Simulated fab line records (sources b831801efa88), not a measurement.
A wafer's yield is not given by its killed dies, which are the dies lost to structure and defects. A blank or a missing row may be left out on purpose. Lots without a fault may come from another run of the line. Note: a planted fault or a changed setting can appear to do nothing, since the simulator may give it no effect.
fab line records	flow sky130
record: lots: 5	wafers: 15	last_day: 50
route steps=708 shown SD_P@324 RES_XHIGH@332 PAD_OPEN@708
lots that met no fault: from a run of the same line without faults
start_h: start of the lot's first displayed wafer, in hours after the record's first day	wait_h: hours since the lot's step before	" the same as in the row above	L1.1+2: one row covering several wafers at once	- no value, or no start given	* or withheld: withheld	< > ~ a bound
route shown NAME@n: NAME is a module with steps in the file, n the number in the route of the first one	usual: the fault-free wafers' mean and standard deviation	same: alike in all rows	chamber/n: place in a boat	sites: readings site by site	_std_site: the values' standard deviation	_edge_site: outer sites' mean less inner sites'	radius_mm: how far each site lies from the wafer's centre	mask NAME#n: copy n	behind: tool/chamber where the wafer was last shaped	hold: what put the lot on hold/how long, in hours/how the hold closed	device: transistor that didn't switch, given as n, p or np	end of line: the tests these same wafers got at the end of their route	a step with no rows: only its recipe	killed: the dies lost at the first sort to structure and to defects; this is not the yield of the wafer	map: per-die view of a wafer (x killed, . not killed, _ where there is no die)
set.NAME: the setting the step ran with; set.NAME@STEP: the setting that earlier step ran with	model.NAME: the simulator's own value behind a step, which no gauge read
lots at selected steps of the route; one table per step, one row per wafer
services: a tool's chamber out of use, with start hour (start_h, from the record's first day; less than 0 if before it), hours out, and reason
== steps ==
step: SKY_SD_P_EXPOSE_04
recipe: mask_id: PSDM	na: 0.6	source_shape: conventional	sigma_outer: 0.6	polarization: unpolarized	target_cd_nm: 380	dose_mj: 138
step: SKY_SD_P_PEB_05
recipe: temp_c: withheld	time_s: *	resist: NOVOLAK
step: SKY_SD_P_DEVELOP_06
recipe: resist: NOVOLAK	developer: TMAH	develop_time_s: 60	dev_temp_c: 23
step: SKY_SD_P_CD_MEAS_07
recipe: target_cd_nm: 380
usual: cd_nm: 380.3/2.5
lot.wafer	tool	chamber	start_h	wait_h	cd_nm
L871.3	cd_sem-02	-	604.57	0.1	380.2
L871.5	"	-	"	"	381.0
L871.6	"	-	"	"	380.2
L875.1	cd_sem-02	-	645.33	0.1	380.2
L875.2	"	-	"	"	377.9
L875.6	"	-	"	"	377.8
L881.1	cd_sem-01	-	696.88	0.1	376.1
L881.3	"	-	"	"	375.3
L881.5	"	-	"	"	377.4
L890.1	cd_sem-02	-	753.32	0.1	380.7
L890.5	"	-	"	"	381.7
L890.6	"	-	"	"	379.1
L891.2	cd_sem-01	-	761.39	0.1	382.0
L891.3	"	-	"	"	382.8
L891.4	"	-	"	"	382.9
step: SKY_SD_P_OVL_MEAS_08
usual: SD_P_OVL: 0.0/1.4
lot.wafer	tool	chamber	start_h	wait_h	SD_P_OVL[nm]
L871.3	overlay-02	-	604.66	0.1	0.2
L871.5	"	-	"	"	0.9
L871.6	"	-	"	"	-0.3
L875.1	overlay-02	-	645.45	0.1	-0.5
L875.2	"	-	"	"	1.8
L875.6	"	-	"	"	-0.9
L881.1	overlay-01	-	697.00	0.1	1.1
L881.3	"	-	"	"	0.8
L881.5	"	-	"	"	-2.4
L890.1	overlay-02	-	753.44	0.1	-1.3
L890.5	"	-	"	"	-1.6
L890.6	"	-	"	"	-1.1
L891.2	overlay-01	-	761.50	0.1	-0.5
L891.3	"	-	"	"	-0.6
L891.4	"	-	"	"	-0.7
step: SKY_SD_P_IMPLANT_09
recipe: species: BF2	energy_kev: 20	dose_cm2: 3e+15	tilt_deg: 0
step: SKY_SD_P_STRIP_10
recipe: chemistry: O2/N2	power_w: 1400	pressure_mtorr: 1500	platen_temp_c: withheld	o2_flow_sccm: 3000	n2_flow_sccm: 300	overash_fraction: 0.5
usual: drypump_motor_current_A: 5.6/0.55	o2_flow_sccm: 3000/8.8	oes_product_au: 0.617/0.0045	strip_time_to_endpoint_s: 17.50/0.052
lot.wafer	tool	chamber	start_h	wait_h	drypump_motor_current_A	o2_flow_sccm	oes_product_au	rf_hours_counter_h	strip_time_to_endpoint_s
L871.3	plasma_asher-01	1	604.87	0.1	5.4	3007	0.610	-	17.47
L871.5	"	1	"	"	5.4	3008	0.623	-	17.44
L871.6	"	0	"	"	5.2	2999	0.618	-	17.45
L875.1	plasma_asher-03	1	645.63	0.1	5.3	2997	0.616	93	17.44
L875.2	"	0	"	"	5.8	3000	0.617	93	17.47
L875.6	"	0	"	"	5.8	3011	0.625	-	17.50
L881.1	plasma_asher-03	0	697.19	0.1	5.8	3005	0.612	99	17.42
L881.3	"	1	"	"	5.3	2997	0.606	-	17.40
L881.5	"	1	"	"	5.3	2988	0.618	-	17.44
L890.1	plasma_asher-03	0	753.63	0.1	5.8	3002	0.620	1	17.57
L890.5	"	0	"	"	5.8	3013	0.618	-	17.61
L890.6	"	1	"	"	5.3	2998	0.607	-	17.57
L891.2	plasma_asher-04	0	761.68	0.1	6.8	3015	0.621	97	17.51
L891.3	"	1	"	"	5.3	2998	0.614	-	17.52
L891.4	"	0	"	"	6.8	3016	0.616	-	17.52
step: SKY_SD_P_TW_MEAS_11
usual: SD_P_TW: 2788/14
lot.wafer	tool	chamber	start_h	wait_h	SD_P_TW
L871.3	film_metro-03	-	604.95	0.1	2824
L871.5	"	-	"	"	2809
L871.6	"	-	"	"	2820
L875.1	film_metro-04	-	645.73	0.1	2780
L875.2	"	-	"	"	2779
L875.6	"	-	"	"	2783
L881.1	film_metro-04	-	697.29	0.1	2775
L881.3	"	-	"	"	2792
L881.5	"	-	"	"	2784
L890.1	film_metro-03	-	753.73	0.1	2808
L890.5	"	-	"	"	2792
L890.6	"	-	"	"	2795
L891.2	film_metro-01	-	761.79	0.1	2776
L891.3	"	-	"	"	2767
L891.4	"	-	"	"	2776
step: SKY_RES_XHIGH_DEHYDRATE_00
recipe: temp_c: 200	time_s: 60
step: SKY_RES_XHIGH_HMDS_01
recipe: prime_time_s: 60	prime_temp_c: 120
step: SKY_RES_XHIGH_COAT_02
recipe: resist: NOVOLAK	spin_rpm: 3000	resist_thk_nm: 1140
step: SKY_RES_XHIGH_SOFTBAKE_03
recipe: temp_c: 90	time_s: 60	resist: NOVOLAK
step: SKY_RES_XHIGH_EXPOSE_04
recipe: mask_id: URPM	na: 0.6	source_shape: conventional	sigma_outer: 0.6	polarization: unpolarized	target_cd_nm: 1270	dose_mj: 140
lot.wafer	tool	chamber	start_h	wait_h	mask
L871.3+5+6	iline_stepper-02	0	619.29	-	URPM#0
L875.1+2+6	iline_stepper-01	0	659.19	-	URPM#0
L881.1+3+5	iline_stepper-02	0	711.14	-	NSDM#0
L890.1+5+6	iline_stepper-01	0	767.61	-	URPM#0
L891.2+3+4	iline_stepper-02	0	775.74	-	URPM#0
step: SKY_RES_XHIGH_PEB_05
recipe: temp_c: withheld	time_s: *	resist: NOVOLAK
step: SKY_RES_XHIGH_DEVELOP_06
recipe: resist: NOVOLAK	developer: TMAH	develop_time_s: 60	dev_temp_c: 23
step: SKY_RES_XHIGH_IMPLANT_07
recipe: species: BF2	energy_kev: 20	dose_cm2: 3.6e+14	tilt_deg: 0
step: SKY_RES_XHIGH_STRIP_08
recipe: chemistry: O2/N2	power_w: 1400	pressure_mtorr: 1500	platen_temp_c: withheld	o2_flow_sccm: 3000	n2_flow_sccm: 300	overash_fraction: 0.5
usual: drypump_motor_current_A: 5.9/0.59	o2_flow_sccm: 3000/7.4	oes_product_au: 0.711/0.0048	strip_time_to_endpoint_s: 14.27/0.035
lot.wafer	tool	chamber	start_h	wait_h	drypump_motor_current_A	o2_flow_sccm	oes_product_au	rf_hours_counter_h	strip_time_to_endpoint_s
L871.3	plasma_asher-04	1	632.30	0.1	5.3	3004	0.716	-	14.26
L871.5	"	1	"	"	5.3	3006	0.714	-	14.26
L871.6	"	0	"	"	6.8	3006	0.707	-	14.30
L875.1	plasma_asher-04	1	673.17	0.1	5.2	2995	0.715	87	14.27
L875.2	"	0	"	"	6.8	2989	0.708	87	14.32
L875.6	"	1	"	"	5.3	2986	0.708	-	14.31
L881.1	plasma_asher-02	0	724.32	0.1	6.3	3003	0.713	57	14.24
L881.3	"	0	"	"	6.3	2998	0.711	-	14.28
L881.5	"	0	"	"	6.3	2997	0.720	-	14.28
L890.1	plasma_asher-03	1	780.57	0.1	5.3	2997	0.711	3	14.27
L890.5	"	0	"	"	5.8	2997	0.713	-	14.21
L890.6	"	1	"	"	5.3	2992	0.713	-	14.23
L891.2	plasma_asher-04	1	789.33	0.1	5.3	2992	0.708	100	14.22
L891.3	"	0	"	"	6.8	2989	0.710	-	14.23
L891.4	"	1	"	"	5.3	2997	0.707	-	14.25
step: SKY_RES_XHIGH_TW_MEAS_09
usual: RES_XHIGH_TW: 1617/9.8
lot.wafer	tool	chamber	start_h	wait_h	hold	RES_XHIGH_TW
L871.3	film_metro-03	-	632.39	0.1	-	1630
L871.5	"	-	"	"	-	1627
L871.6	"	-	"	"	-	1632
L875.1	film_metro-03	-	673.27	0.1	-	1616
L875.2	"	-	"	"	-	1629
L875.6	"	-	"	"	-	1630
L881.1	film_metro-03	-	724.42	0.1	await_dispo/0.2h/release	30
L881.3	"	-	"	"	await_dispo/0.2h/release	29
L881.5	"	-	"	"	await_dispo/0.2h/release	30
L881.1	film_metro-03	-	724.73	0.3	-	30
L881.3	"	-	"	"	-	30
L881.5	"	-	"	"	-	30
L890.1	film_metro-03	-	780.67	0.1	-	1621
L890.5	"	-	"	"	-	1631
L890.6	"	-	"	"	-	1634
L891.2	film_metro-01	-	789.44	0.1	-	1610
L891.3	"	-	"	"	-	1611
L891.4	"	-	"	"	-	1603
step: SKY_PAD_OPEN_PROBE_99
usual: defect_limited_yield: 82.2/1.8	killed_at_M0_to_M3: 43/6.6	killed_at_M4_up: 3.2/1.9	killed_at_contacts: 25/5.3	killed_at_front_end: 16/4.5	killed_at_other: 0.3/0.63	killed_dies: 87/8.9	killed_open: 48/7.9	killed_short: 39/5.3	sort_bin_3_pad_short: 0.8/0.38	sort_bin_5_function: 10.5/1.5	sort_bin_6_memory: 6.4/1.2	sort_n_pass: 405/8.9	sort_yield_pct: 82.2/1.8
same: gross_dies: 492	killed_at_back_side: 0	sort_bin_4_leakage[%]: 0	sort_bin_8_speed[%]: 0
lot.wafer	tool	chamber	start_h	wait_h	defect_limited_yield[%]	killed_at_M0_to_M3	killed_at_M4_up	killed_at_contacts	killed_at_front_end	killed_at_other	killed_dies	killed_open	killed_short	sort_bin_3_pad_short[%]	sort_bin_5_function[%]	sort_bin_6_memory[%]	sort_n_pass	sort_yield_pct[%]
L871.3	prober-01	-	1088.09	0.2	80.5	50	1	25	20	0	96	56	38	1.2	11.0	7.3	396	80.5
L871.5	prober-01	-	1088.19	0.2	79.1	40	5	35	23	0	103	53	49	1.0	13.0	6.9	389	79.1
L871.6	prober-01	-	1088.24	0.2	81.9	35	7	31	16	0	89	44	44	1.2	9.1	7.7	403	81.9
L875.1	prober-01	-	1117.74	0.1	81.3	47	4	31	10	0	92	58	33	0.6	12.0	6.1	400	81.3
L875.2	prober-01	-	1117.79	0.1	81.5	50	2	20	19	0	91	54	37	0.8	10.4	7.3	401	81.5
L875.6	prober-01	-	1117.99	0.2	83.3	46	1	26	8	1	82	46	35	1.2	9.3	6.1	410	83.3
L890.1	prober-02	-	1189.36	0.1	82.9	45	3	27	9	0	84	56	28	0.6	10.6	5.9	408	82.9
L890.5	prober-02	-	1189.56	0.2	78.9	49	1	30	23	1	104	62	42	0.6	10.6	10.0	388	78.9
L890.6	prober-02	-	1189.61	0.2	81.9	46	1	17	24	1	89	54	35	0.8	9.8	7.5	403	81.9
L891.2	prober-01	-	1193.05	0.1	80.3	45	6	28	18	0	97	44	52	1.0	11.8	6.9	395	80.3
L891.3	prober-01	-	1193.10	0.2	81.3	41	2	29	20	0	92	52	40	1.0	8.5	9.1	400	81.3
L891.4	prober-01	-	1193.15	0.2	79.5	36	4	38	23	0	101	52	49	0.6	12.4	7.5	391	79.5
killed by level:class
L871.3 CONTACT:geometric_particle:open=12 VIA1:geometric_particle:open=11 VIA2:geometric_particle:open=8 CONTACT:geometric_particle:short=7 VIA3:geometric_particle:open=7 POLY_GATE:geometric_particle:open=6 METAL1:geometric_particle:short=5 VIA1:geometric_particle:short=5
L871.5 VIA1:geometric_particle:open=14 CONTACT:geometric_particle:open=12 CONTACT:geometric_particle:short=8 LI_CONTACT:geometric_particle:open=7 METAL1:geometric_particle:short=6 POLY_GATE:geometric_particle:open=5 LOCAL_INTERCONNECT:geometric_particle:short=5 METAL4:geometric_particle:short=5
L871.6 CONTACT:geometric_particle:open=11 LI_CONTACT:geometric_particle:open=7 VIA1:geometric_particle:open=7 METAL1:geometric_particle:short=6 CONTACT:geometric_particle:short=5 VIA1:geometric_particle:short=5 METAL2:geometric_particle:short=5 VIA3:geometric_particle:open=5
L875.1 CONTACT:geometric_particle:open=12 VIA1:geometric_particle:open=12 VIA3:geometric_particle:open=9 CONTACT:geometric_particle:short=6 LI_CONTACT:geometric_particle:open=6 VIA2:geometric_particle:open=6 METAL2:geometric_particle:short=4 LI_CONTACT:geometric_particle:short=4
L875.2 LI_CONTACT:geometric_particle:open=10 CONTACT:geometric_particle:open=9 VIA2:geometric_particle:open=9 VIA1:geometric_particle:open=8 VIA2:geometric_particle:short=7 VIA3:geometric_particle:open=7 FIELD_ISO:geometric_particle:open=6 METAL2:geometric_particle:short=6
L875.6 VIA1:geometric_particle:open=14 LI_CONTACT:geometric_particle:open=9 CONTACT:geometric_particle:open=6 LOCAL_INTERCONNECT:geometric_particle:short=5 METAL2:geometric_particle:short=5 METAL3:geometric_particle:short=5 VIA3:geometric_particle:short=4 VIA2:geometric_particle:open=4
L890.1 VIA1:geometric_particle:open=13 CONTACT:geometric_particle:open=10 VIA3:geometric_particle:open=8 LI_CONTACT:geometric_particle:open=7 VIA2:geometric_particle:open=6 FIELD_ISO:geometric_particle:open=5 CONTACT:geometric_particle:short=4 METAL1:geometric_particle:short=4
L890.5 LI_CONTACT:geometric_particle:open=12 VIA1:geometric_particle:open=12 VIA2:geometric_particle:open=9 POLY_GATE:geometric_particle:short=8 CONTACT:geometric_particle:open=7 POLY_GATE:geometric_particle:open=5 METAL1:geometric_particle:short=5 VIA1:geometric_particle:short=5
L890.6 VIA1:geometric_particle:open=14 FIELD_ISO:geometric_particle:open=10 VIA1:geometric_particle:short=7 METAL1:geometric_particle:short=7 POLY_GATE:geometric_particle:open=5 LI_CONTACT:geometric_particle:open=5 VIA3:geometric_particle:open=5 LOCAL_INTERCONNECT:geometric_particle:short=4
L891.2 CONTACT:geometric_particle:open=14 METAL2:geometric_particle:short=8 METAL1:geometric_particle:short=7 CONTACT:geometric_particle:short=7 POLY_GATE:geometric_particle:short=5 VIA2:geometric_particle:short=5 VIA1:geometric_particle:open=5 VIA3:geometric_particle:open=5
L891.3 CONTACT:geometric_particle:open=16 VIA1:geometric_particle:open=11 CONTACT:geometric_particle:short=7 FIELD_ISO:geometric_particle:open=5 FIELD_ISO:geometric_particle:short=5 VIA1:geometric_particle:short=5 VIA2:geometric_particle:open=5 LI_CONTACT:geometric_particle:open=4
L891.4 LI_CONTACT:geometric_particle:open=14 CONTACT:geometric_particle:open=11 METAL2:geometric_particle:short=10 FIELD_ISO:geometric_particle:open=6 VIA1:geometric_particle:short=6 POLY_GATE:geometric_particle:short=5 CONTACT:geometric_particle:short=5 VIA1:geometric_particle:open=5
== services ==
tool	chamber	start_h	hours	kind
iline_stepper-01	-	593.42	1.7	pm
iline_stepper-02	-	602.25	8.4	repair
plasma_asher-04	-	603.06	2.8	pm
plasma_asher-03	-	627.84	2.8	pm
plasma_asher-03	-	634.46	2.0	repair
iline_stepper-02	-	639.56	1.7	pm
iline_stepper-02	-	644.31	8.6	repair
plasma_asher-01	-	649.55	16.9	repair
plasma_asher-01	-	666.47	14.6	pm
plasma_asher-03	-	669.35	0.5	repair
plasma_asher-02	-	685.27	15.6	pm
plasma_asher-03	-	724.23	1.7	repair
plasma_asher-03	-	733.75	9.0	pm
plasma_asher-03	0	733.75	9.0	vent_cycle
plasma_asher-03	1	733.75	9.0	vent_cycle
iline_stepper-02	0	739.35	-	calibration
iline_stepper-01	0	741.49	-	calibration
plasma_asher-03	0	742.75	-	clean
plasma_asher-03	1	742.75	-	clean
plasma_asher-01	-	751.06	3.0	repair
plasma_asher-02	-	757.09	3.2	repair
plasma_asher-03	-	757.13	8.6	repair
iline_stepper-01	-	769.60	7.0	repair
iline_stepper-01	-	777.93	9.1	repair
== key ==
first_sign: step: SKY_RES_XHIGH_EXPOSE_04	reading: mask	direction: changed
effect: step: SKY_RES_XHIGH_TW_MEAS_09	reading: visit	direction: added
effect: step: SKY_RES_XHIGH_TW_MEAS_09	reading: RES_XHIGH_TW	direction: down	sigmas: 99+	usual: 1617	struck: 30
met_at SKY_RES_XHIGH_EXPOSE_04
struck_wafers L881.1,L881.3,L881.5
scrapped_behind SKY_RES_XHIGH_TW_MEAS_09 L881.1,L881.3,L881.5
onset_between 619.29 711.14
fault: kind: wrong_mask	tool: any	chamber: -	onset_h: 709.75	steps: SKY_RES_XHIGH_EXPOSE_04	aux_copy: NSDM#0	scope: struck_lots_only
